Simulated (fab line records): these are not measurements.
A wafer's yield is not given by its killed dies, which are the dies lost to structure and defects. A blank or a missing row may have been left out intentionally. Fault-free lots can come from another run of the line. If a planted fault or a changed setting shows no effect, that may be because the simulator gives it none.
Which of the tools did it? || flow gf180mcu || 12 lots, 36 wafers sampled, at 2 steps of a route of 602

WHAT THE GAUGES SHOWED, per wafer
GF_V1_OVL_MEAS_15.
{"lot": "L075", "measured": "day 18 20:54", "on": "overlay-01", "V1_OVL (nm)": "3 1 -7"}
{"lot": "L077", "measured": "day 19 02:26", "on": "overlay-02", "V1_OVL (nm)": "1 3 9"}
{"lot": "L080", "measured": "day 20 11:06", "on": "overlay-01", "V1_OVL (nm)": "13 3 6"}
{"lot": "L081", "measured": "day 20 22:20", "on": "overlay-01", "V1_OVL (nm)": "-5 2 0"}
{"lot": "L083", "measured": "day 21 19:56", "on": "overlay-02", "V1_OVL (nm)": "4 8 3"}
{"lot": "L085", "measured": "day 22 11:02", "on": "overlay-01", "V1_OVL (nm)": "-1 2 4"}
{"lot": "L087", "measured": "day 23 01:56", "on": "overlay-02", "V1_OVL (nm)": "-2 2 -9"}
{"lot": "L089", "measured": "day 23 14:08", "on": "overlay-02", "V1_OVL (nm)": "4 10 -1"}
{"lot": "L091", "measured": "day 24 07:05", "on": "overlay-02", "V1_OVL (nm)": "-6 2 1"}
{"lot": "L093", "measured": "day 24 23:02", "on": "overlay-02", "V1_OVL (nm)": "6 6 9"}
{"lot": "L095", "measured": "day 25 12:55", "on": "overlay-02", "V1_OVL (nm)": "10 3 -1"}
{"lot": "L097", "measured": "day 26 02:47", "on": "overlay-02", "V1_OVL (nm)": "1 -1 -3"}

WHICH TOOL RAN EACH LOT (tool, then ch and the chambers of the sampled wafers, then the start)
{"lot": "L075", "GF_SALICIDE_RTA_08": "rtp-anneal-02 ch 0, day 15 19:04"}
{"lot": "L077", "GF_SALICIDE_RTA_08": "rtp-anneal-02 ch 0, day 16 01:28"}
{"lot": "L080", "GF_SALICIDE_RTA_08": "rtp-anneal-01 ch 0, day 17 07:41"}
{"lot": "L081", "GF_SALICIDE_RTA_08": "rtp-anneal-01 ch 0, day 17 17:58"}
{"lot": "L083", "GF_SALICIDE_RTA_08": "rtp-anneal-01 ch 0, day 18 14:21"}
{"lot": "L085", "GF_SALICIDE_RTA_08": "rtp-anneal-01 ch 0, day 19 05:57"}
{"lot": "L087", "GF_SALICIDE_RTA_08": "rtp-anneal-02 ch 0, day 19 22:49"}
{"lot": "L089", "GF_SALICIDE_RTA_08": "rtp-anneal-02 ch 0, day 20 12:53"}
{"lot": "L091", "GF_SALICIDE_RTA_08": "rtp-anneal-02 ch 0, day 21 05:53"}
{"lot": "L093", "GF_SALICIDE_RTA_08": "rtp-anneal-01 ch 0, day 21 23:14"}
{"lot": "L095", "GF_SALICIDE_RTA_08": "rtp-anneal-01 ch 0, day 22 13:59"}
{"lot": "L097", "GF_SALICIDE_RTA_08": "rtp-anneal-02 ch 0, day 23 06:07"}
- GF_SALICIDE_RTA_08: time 30 s.

THE ANSWER, worked out from the rows above alone
Rule: the lots themselves supply what counts as usual. Put in order of their means at a reading, lots are off if they are a third of the lots or fewer, leave a main group of 4 or more, and stand apart from it by a gap of 3 or more times the standard deviation of the main group's means; of several such gaps the widest counts. If all means in a main group match to the digits the tables above print for the reading, that group is not used. A lot without any number at a reading at which 4 lots or more have one is off too. Any other lot the step has rows for is counted as sound.
Across all readings shown, no lot is off: no conclusion can be drawn from this.

WHAT WAS PUT IN BY THE SIMULATOR
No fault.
